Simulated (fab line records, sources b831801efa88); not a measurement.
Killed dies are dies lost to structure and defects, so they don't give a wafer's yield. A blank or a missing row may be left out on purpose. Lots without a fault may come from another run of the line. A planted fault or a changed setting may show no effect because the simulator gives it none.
One fault seen from 2 desks | flow gf180mcu | each desk has only its own numbers; what lay behind them comes last

THE TOOL OWNER'S DESK: pecvd-04
The tool's own readings at GF_V3_CVD_02 (deposits SiO2 from TEOS, target thk 850 nm, time 94.851 s): means of the sampled wafers that have a number, for each lot that ran on this tool. A lot is out of limits, marked OUT, if its mean lies more than 4 standard deviations from the usual mean; the brackets give that distance.
Columns: A = heater_power_w at GF_V3_CVD_02, usual 645 W; B = susceptor_temp_C at GF_V3_CVD_02, usual 400.01 C
lot  | first seen here | A   | B
L109 | day 23 00:02    | 585 | 399.99
L112 | day 24 09:30    | 590 | 400.12
L114 | day 25 00:17    | 664 | 400.23
L120 | day 26 14:36    | 632 | 400.20
L121 | day 26 18:59    | 606 | 399.83
This desk's finding: nothing out of limits on any of the 5 lots.

THE METROLOGY DESK
What the gauges read, lot by lot, whatever tool the lot ran on: means of the sampled wafers that have a number. A lot is out of limits, marked OUT, if its mean lies more than 4 standard deviations from the usual mean; the brackets give that distance.
Columns: A = cd_nm at GF_V2_CD_MEAS_14, usual 260.3 nm; B = cd_nm at GF_M3_CD_MEAS_14, usual 279.7 nm; C = V3_CVD_02_THK at GF_V3_THK_MEAS_03, usual 843 nm
lot  | first seen here | A     | B     | C
L107 | day 21 09:01    | 260.8 | 280.7 | 841
L109 | day 21 22:34    | 261.9 | 279.7 | 833
L111 | day 23 01:32    | 259.5 | 278.4 | 836
L112 | day 23 08:00    | 259.6 | 278.8 | 838
L114 | day 24 01:10    | 257.6 | 279.0 | 833
L120 | day 25 14:22    | 259.4 | 280.5 | 1001 (+14) OUT
L121 | day 25 19:28    | 263.6 | 277.3 | 994 (+14) OUT
L123 | day 26 11:46    | 259.9 | 279.5 | 845
L128 | day 27 19:34    | 260.6 | 279.3 | 841
L129 | day 28 02:41    | 261.6 | 278.9 | 849
L130 | day 28 12:58    | 259.8 | 279.0 | 852
This desk's finding: out of limits on L120, L121; first on L120, day 26 14:40 (V3_CVD_02_THK at GF_V3_THK_MEAS_03). In limits: L107, L109, L111, L112, L114, L123, L128, L129, L130.

PUT TOGETHER
The metrology desk could have raised an alarm at day 26 14:40, on L120, L121.
The tool owner's desk saw nothing out of limits.
The tool owner's desk has L120, L121 on record, within its limits.
Of the lots named, all ran GF_V3_CVD_02 on pecvd-04.

WHAT THE SIMULATOR HAD PUT IN
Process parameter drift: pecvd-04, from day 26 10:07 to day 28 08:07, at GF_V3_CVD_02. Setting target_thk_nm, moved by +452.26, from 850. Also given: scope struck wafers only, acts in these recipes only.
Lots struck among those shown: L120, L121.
Hours from the fault's start to each desk's first reading out of limits: the metrology desk, 5.
